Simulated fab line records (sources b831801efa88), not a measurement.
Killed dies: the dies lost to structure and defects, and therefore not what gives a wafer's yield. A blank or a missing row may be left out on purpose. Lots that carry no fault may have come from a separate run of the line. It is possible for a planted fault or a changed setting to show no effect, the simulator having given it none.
The same fault as seen by 2 desks / flow gf180mcu / each desk has only its own numbers; what lay behind them comes last

DESK OF THE TOOL OWNER: pvd-sputter-03
The tool's own readings at GF_V5_SPUTTER_21 (material Ti, target thk 15 nm, time 80.02 s): means of the sampled wafers that have a number, for each lot that ran on this tool. Marked OUT: a lot whose mean sits more than 4 standard deviations from the usual mean, which makes it out of limits; the brackets give that distance.
Columns: A = chamber-pressure-pa at GF_V5_SPUTTER_21, usual 5.002 Pa; B = substrate-temp-c at GF_V5_SPUTTER_21, usual 200.01 C; C = throttle-valve-pct at GF_V5_SPUTTER_21, usual 30.2 %
lot=L262; first seen here=day 28 16:00; A=4.999; B=199.99; C=30.0
lot=L274; first seen here=day 31 23:20; A=5.844 (+77) OUT; B=200.05; C=27.3
lot=L275; first seen here=day 32 07:04; A=5.847 (+77) OUT; B=199.91; C=27.7
Finding of this desk: L274, L275 out of limits; the first was L274 at day 31 23:20, on chamber-pressure-pa at GF_V5_SPUTTER_21. In limits: L262.

AT THE METROLOGY DESK
Lot by lot, what the gauges showed, no matter which tool ran the lot: averages of those sampled wafers that carry a number. Marked OUT: a lot whose mean sits more than 4 standard deviations from the usual mean, which makes it out of limits; the brackets give that distance.
Columns: A = cd-nm at GF_V5_CD_MEAS_14, usual 259.9 nm; B = V5_OVL at GF_V5_OVL_MEAS_15, usual -5 nm
lot=L262; first seen here=day 28 15:08; A=257.7; B=-9
lot=L266; first seen here=day 29 16:59; A=261.4; B=-0
lot=L274; first seen here=day 31 22:28; A=259.0; B=-4
lot=L275; first seen here=day 32 06:14; A=260.5; B=-2
lot=L280; first seen here=day 33 10:39; A=259.7; B=-7
lot=L281; first seen here=day 34 01:20; A=259.9; B=-5
This desk's verdict: no lot among the 6 shows anything out of limits.

PUT TOGETHER
An alarm could have come from the tool owner's desk at day 31 23:20, on L274, L275.
At the metrology desk, nothing out of limits was observed.
The metrology desk holds a record of L274, L275, inside its limits.
GF_V5_SPUTTER_21 was run on pvd-sputter-03 by each of the lots named.

WHAT THE SIMULATOR PUT IN
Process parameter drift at GF_V5_SPUTTER_21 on pvd-sputter-03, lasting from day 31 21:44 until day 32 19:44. Setting chamber-pressure-pa, moved by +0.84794, from 5. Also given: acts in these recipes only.
Lots struck among those shown: L274, L275.
Delay in hours, fault start to first out-of-limits reading, by desk: the tool owner's desk at 2.
